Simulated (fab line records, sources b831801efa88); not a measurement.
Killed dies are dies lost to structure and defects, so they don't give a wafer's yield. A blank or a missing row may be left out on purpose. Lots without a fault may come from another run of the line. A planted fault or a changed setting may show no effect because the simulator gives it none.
Which tool did it? | flow sky130 | 24 lots, 72 wafers sampled, at 6 steps of a route of 708

WHAT THE GAUGES READ, wafer by wafer
SKY_VIA3_RS_MEAS_22: measures by four-point-probe.
lot  | measured     | on            | VIA3_W_RS (ohm/sq)
L074 | day 40 15:22 | film_metro-01 | 0.295 0.293 0.296
L076 | day 41 10:22 | film_metro-04 | 0.299 0.295 0.294
L077 | day 41 13:41 | film_metro-01 | 0.293 0.291 0.292
L075 | day 41 15:43 | film_metro-01 | 0.289 0.292 0.296
L078 | day 42 06:00 | film_metro-04 | 0.295 0.295 0.290
L079 | day 42 07:13 | film_metro-02 | 0.294 0.293 0.293
L081 | day 42 14:31 | film_metro-01 | 0.292 0.294 0.292
L080 | day 42 15:50 | film_metro-01 | 0.292 0.292 0.292
L082 | day 43 06:34 | film_metro-02 | 0.294 0.293 0.294
L083 | day 43 09:07 | film_metro-02 | 0.292 0.294 0.289
L084 | day 43 11:40 | film_metro-04 | 0.292 0.295 0.294
L085 | day 43 21:04 | film_metro-01 | 0.296 0.294 0.297
L087 | day 44 10:03 | film_metro-02 | 0.284 0.294 0.297
L086 | day 44 11:58 | film_metro-04 | 0.299 0.296 0.296
L088 | day 44 15:16 | film_metro-04 | 0.299 0.302 0.298
L089 | day 45 01:56 | film_metro-04 | 0.290 0.297 0.295
L090 | day 45 03:54 | film_metro-02 | 0.290 0.298 0.298
L091 | day 45 05:59 | film_metro-01 | 0.295 0.298 0.296
L092 | day 45 10:46 | film_metro-01 | 0.296 0.295 0.302
L093 | day 45 12:26 | film_metro-01 | 0.287 0.295 0.289
L094 | day 46 04:42 | film_metro-02 | 0.288 0.290 0.295
L095 | day 46 08:00 | film_metro-04 | 0.295 0.295 0.291
L096 | day 46 09:50 | film_metro-02 | 0.294 0.298 0.292
L097 | day 46 21:42 | film_metro-02 | 0.289 0.295 0.294

SKY_VIA4_OVL_MEAS_11.
lot  | measured     | on         | VIA4_OVL (nm)
L074 | day 43 18:53 | overlay-02 | 2.7 2.8 1.7
L076 | day 44 12:08 | overlay-02 | 0.2 -1.4 -0.5
L077 | day 44 15:45 | overlay-01 | 0.4 0.8 -0.1
L075 | day 44 17:13 | overlay-02 | -0.6 -2.4 -1.1
L078 | day 45 06:58 | overlay-01 | 2.2 3.0 2.2
L079 | day 45 07:37 | overlay-01 | 0.9 0.7 -1.6
L081 | day 45 14:40 | overlay-01 | -0.2 0.0 0.2
L080 | day 45 16:40 | overlay-02 | -0.7 -1.3 -0.6
L082 | day 46 06:14 | overlay-02 | 1.3 0.9 1.6
L083 | day 46 06:50 | overlay-01 | 2.6 0.8 2.0
L084 | day 46 09:38 | overlay-01 | 1.3 1.8 1.3
L085 | day 46 18:14 | overlay-02 | 3.1 1.5 1.7
L087 | day 47 06:06 | overlay-02 | -0.5 -0.6 1.4
L086 | day 47 07:40 | overlay-02 | -0.3 -1.2 -2.6
L088 | day 47 11:27 | overlay-01 | 2.2 1.1 2.0
L089 | day 47 20:49 | overlay-01 | 0.3 0.9 1.7
L090 | day 47 23:04 | overlay-02 | 2.1 1.4 0.5
L091 | day 48 01:17 | overlay-02 | -0.7 -0.8 -2.8
L092 | day 48 04:41 | overlay-02 | -1.8 -0.4 -0.6
L093 | day 48 06:56 | overlay-01 | 1.5 0.6 1.1
L094 | day 48 21:14 | overlay-01 | 1.0 -0.5 0.8
L095 | day 48 23:07 | overlay-02 | -0.8 0.7 1.0
L096 | day 49 02:02 | overlay-01 | -1.6 -1.9 0.5
L097 | day 49 12:08 | overlay-01 | -0.3 0.1 -0.2

SKY_PASSIVATION_THK_MEAS_03.
lot  | measured     | on            | PASSIVATION_CVD_02_THK (nm)
L074 | day 44 20:56 | film_metro-01 | 534 543 544
L076 | day 45 13:24 | film_metro-02 | 534 538 534
L077 | day 45 16:13 | film_metro-01 | 558 541 552
L075 | day 45 18:13 | film_metro-01 | 531 540 541
L078 | day 46 07:42 | film_metro-04 | 530 529 542
L079 | day 46 08:50 | film_metro-01 | 532 548 552
L081 | day 46 14:47 | film_metro-01 | 539 540 544
L080 | day 46 17:05 | film_metro-02 | 532 542 550
L082 | day 47 05:16 | film_metro-02 | 536 543 546
L083 | day 47 06:25 | film_metro-01 | 539 548 548
L084 | day 47 09:34 | film_metro-04 | 542 543 549
L085 | day 47 18:19 | film_metro-01 | 538 544 538
L087 | day 48 05:14 | film_metro-02 | 547 558 548
L086 | day 48 06:36 | film_metro-01 | 532 544 540
L088 | day 48 10:49 | film_metro-04 | 534 532 543
L089 | day 48 19:40 | film_metro-04 | 537 526 549
L090 | day 48 21:40 | film_metro-01 | 527 541 546
L091 | day 48 23:44 | film_metro-04 | 553 542 541
L092 | day 49 02:47 | film_metro-02 | 527 554 542
L093 | day 49 04:51 | film_metro-04 | 538 531 541
L094 | day 49 18:27 | film_metro-04 | 547 537 545
L095 | day 49 20:11 | film_metro-04 | 527 558 542
L096 | day 49 22:17 | film_metro-01 | 542 548 545
L097 | day 50 09:27 | film_metro-02 | 533 546 536

WHICH TOOL RAN EACH LOT (tool, then ch and the chambers of the sampled wafers, then the start)
lot  | SKY_METAL3_ETCH_17                 | SKY_VIA3_CMP_02               | SKY_METAL4_DESCUM_15
L074 | rie_diel-03 ch 0,2, day 39 11:51   | cmp-01 ch 0,2,3, day 39 12:56 | rie_metal-01 ch 0,1, day 42 18:16
L076 | rie_diel-04 ch 0,1,2, day 40 07:40 | cmp-01 ch 1,2,3, day 40 08:47 | rie_metal-01 ch 0, day 43 11:29
L077 | rie_diel-04 ch 0,1,2, day 40 10:24 | cmp-01 ch 0,3, day 40 11:28   | rie_metal-04 ch 0,1, day 43 14:53
L075 | rie_diel-03 ch 0,1,3, day 40 12:30 | cmp-02 ch 0,1,2, day 40 13:31 | rie_metal-01 ch 0, day 43 16:41
L078 | rie_diel-03 ch 0,2,3, day 41 02:34 | cmp-02 ch 1,2,3, day 41 03:40 | rie_metal-04 ch 0,1, day 44 06:56
L079 | rie_diel-03 ch 0,1, day 41 04:07   | cmp-02 ch 1,2, day 41 05:10   | rie_metal-02 ch 0,1, day 44 07:39
L081 | rie_diel-03 ch 0,1,3, day 41 11:25 | cmp-02 ch 0,2,3, day 41 12:26 | rie_metal-01 ch 0,1, day 44 15:07
L080 | rie_diel-03 ch 0,2,3, day 41 13:07 | cmp-02 ch 0,1, day 41 14:27   | rie_metal-01 ch 0,1, day 44 16:47
L082 | rie_diel-04 ch 0,1,2, day 42 04:04 | cmp-01 ch 2,3, day 42 05:14   | rie_metal-02 ch 0,1, day 45 06:49
L083 | rie_diel-04 ch 0,1,2, day 42 07:30 | cmp-02 ch 0,1, day 42 08:38   | rie_metal-04 ch 0,1, day 45 07:28
L084 | rie_diel-03 ch 0,3, day 42 09:48   | cmp-02 ch 2,3, day 42 11:00   | rie_metal-04 ch 0,1, day 45 10:20
L085 | rie_diel-03 ch 1,3, day 42 19:24   | cmp-02 ch 0,2, day 42 20:34   | rie_metal-01 ch 1, day 45 19:38
L087 | rie_diel-02 ch 0,3, day 43 07:42   | cmp-01 ch 1,3, day 43 09:01   | rie_metal-02 ch 0,1, day 46 07:21
L086 | rie_diel-02 ch 0,1,2, day 43 09:49 | cmp-01 ch 1,3, day 43 10:53   | rie_metal-04 ch 0,1, day 46 09:29
L088 | rie_diel-03 ch 1,2,3, day 43 13:19 | cmp-02 ch 0,2, day 43 14:34   | rie_metal-02 ch 0,1, day 46 13:06
L089 | rie_diel-04 ch 1,3, day 43 23:54   | cmp-01 ch 0,1,2, day 44 00:55 | rie_metal-04 ch 0,1, day 46 23:10
L090 | rie_diel-03 ch 0,3, day 44 02:15   | cmp-01 ch 1,2, day 44 03:19   | rie_metal-04 ch 0,1, day 47 00:57
L091 | rie_diel-03 ch 2,3, day 44 05:04   | cmp-02 ch 0,3, day 44 06:05   | rie_metal-02 ch 0,1, day 47 03:01
L092 | rie_diel-04 ch 0,1,3, day 44 10:31 | cmp-01 ch 0,1, day 44 11:35   | rie_metal-04 ch 0,1, day 47 06:35
L093 | rie_diel-03 ch 0,1,2, day 44 11:27 | cmp-02 ch 0,1,2, day 44 12:29 | rie_metal-04 ch 0,1, day 47 09:08
L094 | rie_diel-04 ch 0,1,2, day 45 04:04 | cmp-01 ch 0,1,3, day 45 05:10 | rie_metal-02 ch 0,1, day 48 00:32
L095 | rie_diel-04 ch 0,1,3, day 45 07:34 | cmp-01 ch 1,3, day 45 08:35   | rie_metal-04 ch 1, day 48 02:31
L096 | rie_diel-03 ch 0,1,3, day 45 10:03 | cmp-02 ch 0,3, day 45 11:04   | rie_metal-01 ch 0,1, day 48 05:28
L097 | rie_diel-04 ch 0,1,3, day 45 22:03 | cmp-02 ch 0,2,3, day 45 23:10 | rie_metal-02 ch 0,1, day 48 15:53
- SKY_METAL3_ETCH_17: etches SiO2 in C4F8/O2/Ar, stops on TiN, time 3.9 s, target depth 15 nm.
- SKY_VIA3_CMP_02: polishes SiO2.
- SKY_METAL4_DESCUM_15: chemistry O2, time 8 s.

WHAT THE TOOLS THEMSELVES READ (means of the sampled wafers that have a number; where no wafer has one, the mark that the record gives instead)
SKY_METAL3_ETCH_17.
lot  | tool        | oes_product_au (a.u.)
L074 | rie_diel-03 | 0.744
L076 | rie_diel-04 | 0.755
L077 | rie_diel-04 | 0.761
L075 | rie_diel-03 | 0.747
L078 | rie_diel-03 | 0.757
L079 | rie_diel-03 | 0.766
L081 | rie_diel-03 | 0.750
L080 | rie_diel-03 | 0.766
L082 | rie_diel-04 | 0.756
L083 | rie_diel-04 | 0.751
L084 | rie_diel-03 | 0.762
L085 | rie_diel-03 | 0.752
L087 | rie_diel-02 | 0.755
L086 | rie_diel-02 | 0.757
L088 | rie_diel-03 | 0.754
L089 | rie_diel-04 | 0.761
L090 | rie_diel-03 | 0.756
L091 | rie_diel-03 | 0.747
L092 | rie_diel-04 | 0.757
L093 | rie_diel-03 | 0.762
L094 | rie_diel-04 | 0.752
L095 | rie_diel-04 | 0.759
L096 | rie_diel-03 | 0.756
L097 | rie_diel-04 | 0.750

SKY_VIA3_CMP_02.
lot  | tool   | motor_current_A (A)
L074 | cmp-01 | 12.4
L076 | cmp-01 | 11.3
L077 | cmp-01 | 13.8
L075 | cmp-02 | 11.4
L078 | cmp-02 | 12.3
L079 | cmp-02 | 12.3
L081 | cmp-02 | 11.0
L080 | cmp-02 | 10.8
L082 | cmp-01 | 11.0
L083 | cmp-02 | 11.3
L084 | cmp-02 | 12.2
L085 | cmp-02 | 10.6
L087 | cmp-01 | 11.7
L086 | cmp-01 | 11.6
L088 | cmp-02 | 11.8
L089 | cmp-01 | 12.5
L090 | cmp-01 | 12.1
L091 | cmp-02 | 11.2
L092 | cmp-01 | 12.9
L093 | cmp-02 | 11.6
L094 | cmp-01 | 12.8
L095 | cmp-01 | 11.7
L096 | cmp-02 | 10.4
L097 | cmp-02 | 11.6

SKY_METAL4_DESCUM_15.
lot  | tool         | drypump_motor_current_A (A) | oes_product_au (a.u.) | temp_c (C)
L074 | rie_metal-01 | 5.57                        | 0.988                 | 39.88
L076 | rie_metal-01 | 5.72                        | 0.977                 | 40.07
L077 | rie_metal-04 | 5.39                        | 0.994                 | 40.08
L075 | rie_metal-01 | 5.74                        | 0.980                 | 40.05
L078 | rie_metal-04 | 5.41                        | 0.996                 | 40.01
L079 | rie_metal-02 | 5.55                        | 1.015                 | 39.96
L081 | rie_metal-01 | 5.40                        | 0.998                 | 39.99
L080 | rie_metal-01 | 5.41                        | 1.002                 | 39.96
L082 | rie_metal-02 | 5.55                        | 1.011                 | 40.02
L083 | rie_metal-04 | 5.39                        | 0.988                 | 39.93
L084 | rie_metal-04 | 5.39                        | 1.000                 | 39.88
L085 | rie_metal-01 | 5.28                        | 1.008                 | 39.88
L087 | rie_metal-02 | 5.56                        | 1.015                 | 39.92
L086 | rie_metal-04 | 5.40                        | 0.994                 | 39.92
L088 | rie_metal-02 | 5.55                        | 1.018                 | 40.00
L089 | rie_metal-04 | 5.40                        | 0.999                 | 39.90
L090 | rie_metal-04 | 5.40                        | 0.998                 | 40.00
L091 | rie_metal-02 | 5.54                        | 1.000                 | 40.09
L092 | rie_metal-04 | 5.39                        | 0.994                 | 40.15
L093 | rie_metal-04 | 5.41                        | 0.990                 | 39.99
L094 | rie_metal-02 | 5.57                        | 1.009                 | 40.05
L095 | rie_metal-04 | 5.85                        | 0.990                 | 39.93
L096 | rie_metal-01 | 5.60                        | 0.997                 | 40.02
L097 | rie_metal-02 | 5.39                        | 1.010                 | 40.03

THE ANSWER, worked out from the rows above alone
Rule: what is usual is taken from the lots themselves. Put in order of their means at a reading, lots are off if they are a third of the lots or fewer, leave a main group of 4 or more, and stand apart from it by a gap of 3 or more times the standard deviation of the main group's means; of several such gaps the widest counts. A main group whose means are all the same, to the digits that the tables above print for the reading, isn't used. A lot without any number at a reading at which 4 lots or more have one is off too. The other lots that the step has rows for count as sound. The gauges are gone through in route order, then the tools' own readings, and for those a lot's mean is taken as printed above. The first step at which some lot is off is used, and at that step the reading that is off furthest; a lot without a number counts as furthest.
No lot is off at any reading shown: from this, nothing can be told.

WHAT THE SIMULATOR HAD PUT IN
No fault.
